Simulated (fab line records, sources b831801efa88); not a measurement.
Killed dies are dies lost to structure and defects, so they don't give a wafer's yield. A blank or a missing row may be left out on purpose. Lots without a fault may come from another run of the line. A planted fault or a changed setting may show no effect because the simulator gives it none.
Problem report in the 8D (eight disciplines) form, filled by code | flow gf180mcu | the parts of the form that need people (team, actions taken, sign-off) are left out

1. THE PROBLEM
run_length_s at GF_M1_METAL_ETCH_16 reads a mean of 110.2 s on 2 wafers of 2 lots; wafers without a fault read 133.3 s with a standard deviation of 0.86. That is -27 standard deviations from the usual mean.
The step: etches the open film in Cl2/BCl3, stops on SiO2, target depth 627.5 nm, time 104.6 s.
First seen on wafer L807.1, day 19 11:07, on rie_metal-03. The record holds 42 wafers of 14 lots with a number at this step. Rule for "out", or "out of limits": more than 4 standard deviations from the usual mean. The other wafers with a number count as sound.

2. WHAT IT IS AND WHAT IT IS NOT
question                    | is                               | is not
which readings at this step | run_length_s, throttle_valve_pct | drypump_motor_current_A
which lots                  | L807, L811                       | L803, L804, L808, L810, L815, L817, L818, L820, L821, L822, L823, L824
which wafers of those lots  | L807.1, L811.1                   | L807.5, L807.6, L811.3, L811.6
read on which tools         | rie_metal-03                     | rie_metal-02, rie_metal-04
when                        | from day 19 11:07                | up to then (8 sound wafers); but 32 sound wafers of L808, L810, L811, L815, L817, L818, L820, L821, L822, L823, L824 came after

3. SUSPECTS, AND WHAT RULES EACH OUT
Counting: a tool at a process step up to the reading stays a suspect if it ran every lot that is out. Sound lots after the first of them don't rule it out here, since some wafers of a struck lot are sound.
- rie_metal-03 at GF_M1_METAL_ETCH_16 (etches the open film in Cl2/BCl3, stops on SiO2, target depth 627.5 nm, time 104.6 s): kept. It ran every lot that is out, first L807 (day 19 11:07); its last sound lot up to then is L803 (day 17 20:19). Its own readings are out on those wafers: run_length_s, throttle_valve_pct.
Left after counting: rie_metal-03 at GF_M1_METAL_ETCH_16.

4. THE CAUSE (what the simulator had put in)
Process parameter drift: rie_metal-03, from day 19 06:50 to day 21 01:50, at GF_M1_METAL_ETCH_16. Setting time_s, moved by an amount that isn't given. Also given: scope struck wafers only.
Counting left only this tool.

5. THE CHAIN OF EFFECTS, in route order
Each row: a reading whose mean over the struck wafers that have a number lies more than 3 standard deviations from the usual. Only readings for which the record gives a usual standard deviation are gone through. hours: the time from each lot's start at the first step in this table that gives one to its start at this step, as a median over the lots. sigmas: the change in usual standard deviations.
hours | step                | reading                  | usual      | on struck wafers | change | sigmas
0     | GF_M1_METAL_ETCH_16 | oes_product_au           | 0.972 a.u. | 1.001            | +0.029 | +4.4
0     | GF_M1_METAL_ETCH_16 | run_length_s             | 133.3 s    | 110.2            | -23.1  | -27
0     | GF_M1_METAL_ETCH_16 | throttle_valve_pct       | 28.249 %   | 28.205           | -0.044 | -4.4
0     | GF_M1_STRIP_17      | oes_product_au           | 0.557 a.u. | 0.574            | +0.017 | +3.1
0     | GF_M1_STRIP_17      | strip_time_to_endpoint_s | 7.85 s     | 8.39             | +0.54  | +11
The process steps in it:
- GF_M1_METAL_ETCH_16: etches the open film in Cl2/BCl3, stops on SiO2, target depth 627.5 nm, time 104.6 s.
- GF_M1_STRIP_17: strips in O2/N2.
Later measuring or inspecting steps at which every struck wafer that the step has a row for has a number for every such reading, and none has moved that far: GF_V2_THK_MEAS_01, GF_V2_OVL_MEAS_15.

6. WHAT WOULD HAVE CAUGHT IT SOONER
In this record the first reading out of limits was taken at day 19 11:07, 4 hours after the fault began at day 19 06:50.
